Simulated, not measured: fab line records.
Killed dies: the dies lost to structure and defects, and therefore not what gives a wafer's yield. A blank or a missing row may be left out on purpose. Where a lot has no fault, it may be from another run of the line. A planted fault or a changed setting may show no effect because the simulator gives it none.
Matching of chambers || flow sky130 || 4 sister chambers for SKY_FIELD_ISO_CMP_27 on cmp-02
The step polishes, stops on Si3N4, t overpolish 16 s, target thk 457.8 nm. 4 wafers are shown with their chamber, then 7 later ones without.

EACH WAFER AND ITS CHAMBER
{"wafer": "L865.2", "chamber": 1, "motor_current_A (A)": 12.0}
{"wafer": "L865.6", "chamber": 3, "motor_current_A (A)": 14.1}
{"wafer": "L868.1", "chamber": 0, "motor_current_A (A)": 10.5}
{"wafer": "L868.5", "chamber": 2, "motor_current_A (A)": 13.6}

WAFERS MISSING THEIR CHAMBER
{"wafer": "L868.6", "motor_current_A (A)": 12.7}
{"wafer": "L870.3", "motor_current_A (A)": 13.0}
{"wafer": "L870.5", "motor_current_A (A)": 13.3}
{"wafer": "L870.6", "motor_current_A (A)": 10.8}
{"wafer": "L871.2", "motor_current_A (A)": 12.1}
{"wafer": "L871.5", "motor_current_A (A)": 11.6}
{"wafer": "L871.6", "motor_current_A (A)": 14.4}

WHICH CHAMBER EACH WENT THROUGH
{"wafer": "L868.6", "from the rows above": "can't be placed: 1 or 2 or 3", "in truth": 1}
{"wafer": "L870.3", "from the rows above": "can't be placed: 2 or 1 or 3", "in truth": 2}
{"wafer": "L870.5", "from the rows above": "can't be placed: 2 or 3", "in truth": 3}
{"wafer": "L870.6", "from the rows above": 0, "in truth": 0}
{"wafer": "L871.2", "from the rows above": 1, "in truth": 1}
{"wafer": "L871.5", "from the rows above": "can't be placed: 1 or 0", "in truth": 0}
{"wafer": "L871.6", "from the rows above": "can't be placed: 3 or 2", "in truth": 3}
Placed correctly: 2 of 7. Can't be placed from these rows: 5 (the true chamber is among the candidates in 5). Number placed wrongly: 0.
How it was worked out, from the rows above alone: a wafer's distance from a chamber is the root of the sum, over the readings, of the square of ((its reading less the chamber's mean) divided by the reading's scatter). The wafer belongs to the nearest chamber; if the next one is less than 2 further off, it can't be placed. A chamber's mean is the mean of its shown wafers. The scatter (one wafer shown for each chamber): square how far every hidden wafer sits from the nearest shown wafer, average those squares and take the square root.
